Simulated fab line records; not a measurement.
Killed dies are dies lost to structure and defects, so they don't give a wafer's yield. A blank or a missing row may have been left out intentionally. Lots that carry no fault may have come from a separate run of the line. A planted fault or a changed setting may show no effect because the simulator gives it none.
A struck lot beside a sound one    flow gf180mcu    15 out of 602 route steps
Sound: these wafers, L265.1, L265.3, L265.4. The struck wafers were L274.3, L274.4, L274.5. The cause is given at the end.
Order at every step that has rows: each side's tool, ch and its chambers, its first start. Under that, the readings that differ: sound wafers    struck wafers    difference of the means    sigmas: that difference in standard deviations of wafers without a fault.
alike: same words and numbers on both sides, and readings whose means sit less than 2 such deviations apart. not compared: any withheld reading, any reading some wafer has no value for, any bound like >300 that may hide the same value, and any number with overlapping values for which the record gives no deviation.
The two part at a step that has a row with sigmas, a row that says differs or no value, or rows on one side only. When numbers do not overlap yet have no deviation, they are printed without sigmas and do not part them. A reading missing from all wafers of one side parts the sides only when that side holds two or more wafers.

first, 2 steps without rows for these wafers: GF_MVPSD_IMPLANT_08; GF_MVPSD_IMPLANT_09.
GF_MVPSD_STRIP_10: strips in O2/N2.
  sound on plasma_asher-01 ch 0,1, day 7 05:05; struck on plasma_asher-03 ch 0,1, day 9 14:50
  alike: drypump_motor_current_A, heater_power_w, o2_flow_sccm, oes_product_au, strip_time_to_endpoint_s
  not compared: rf_hours_counter_h
GF_MVPSD_TW_MEAS_11:
  struck on film_metro-04, day 9 14:56; sound on film_metro-02, day 7 05:11
  alike: MVPSD_TW
then, 7 steps without rows for these wafers: GF_VT_IMPLANT_DEHYDRATE_00 (time 60 s); GF_VT_IMPLANT_HMDS_01 (prime time 60 s); GF_VT_IMPLANT_COAT_02 (resist thk 1000 nm); GF_VT_IMPLANT_SOFTBAKE_03 (time 60 s); GF_VT_IMPLANT_EXPOSE_04 (exposes mask LVPWELL LV AREA, target cd 600 nm); GF_VT_IMPLANT_PEB_05; GF_VT_IMPLANT_DEVELOP_06 (develop time 60 s).
GF_VT_IMPLANT_OVL_MEAS_07:
  struck on overlay-01, day 10 08:16; sound on overlay-02, day 7 20:34
  alike: VT_IMPLANT_OVL
GF_VT_IMPLANT_IMPLANT_08:
  sound on implanter-03 ch 0, day 7 20:36; struck on implanter-01 ch 0, day 10 08:20
reading                    sound                 struck                difference  sigmas
beam_energy_keV            19.991 20.005 20.006  20.743 20.737 20.735  +0.738      +99 or more
model.implant.drp_nm (nm)  9.752 9.752 9.752     10 10 10              +0          
  alike: tilt_deg
GF_VT_IMPLANT_STRIP_09: strips in O2/N2.
  sound on plasma_asher-04 ch 0,1, day 7 20:45; struck on plasma_asher-02 ch 0,1, day 10 08:28
  alike: drypump_motor_current_A, heater_power_w, o2_flow_sccm, oes_product_au, strip_time_to_endpoint_s
  not compared: rf_hours_counter_h
-- record jumps: 24 days separate the struck wafers' starts on either side; left off in module VT_IMPLANT, taken up again in module PASSIVATION, whose first shown step is the route's number 602 --
GF_PASSIVATION_PROBE_99:
  rows exist in the record for the struck wafers here (prober-02, day 34 02:05), but not for the sound ones

== WHERE THEY PART ==
At GF_VT_IMPLANT_IMPLANT_08 first; at GF_PASSIVATION_PROBE_99 last (within this record only).

WHY: what had been put in by the simulator
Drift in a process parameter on implanter-01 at GF_VT_IMPLANT_IMPLANT_08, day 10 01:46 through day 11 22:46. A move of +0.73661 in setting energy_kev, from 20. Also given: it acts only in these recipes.
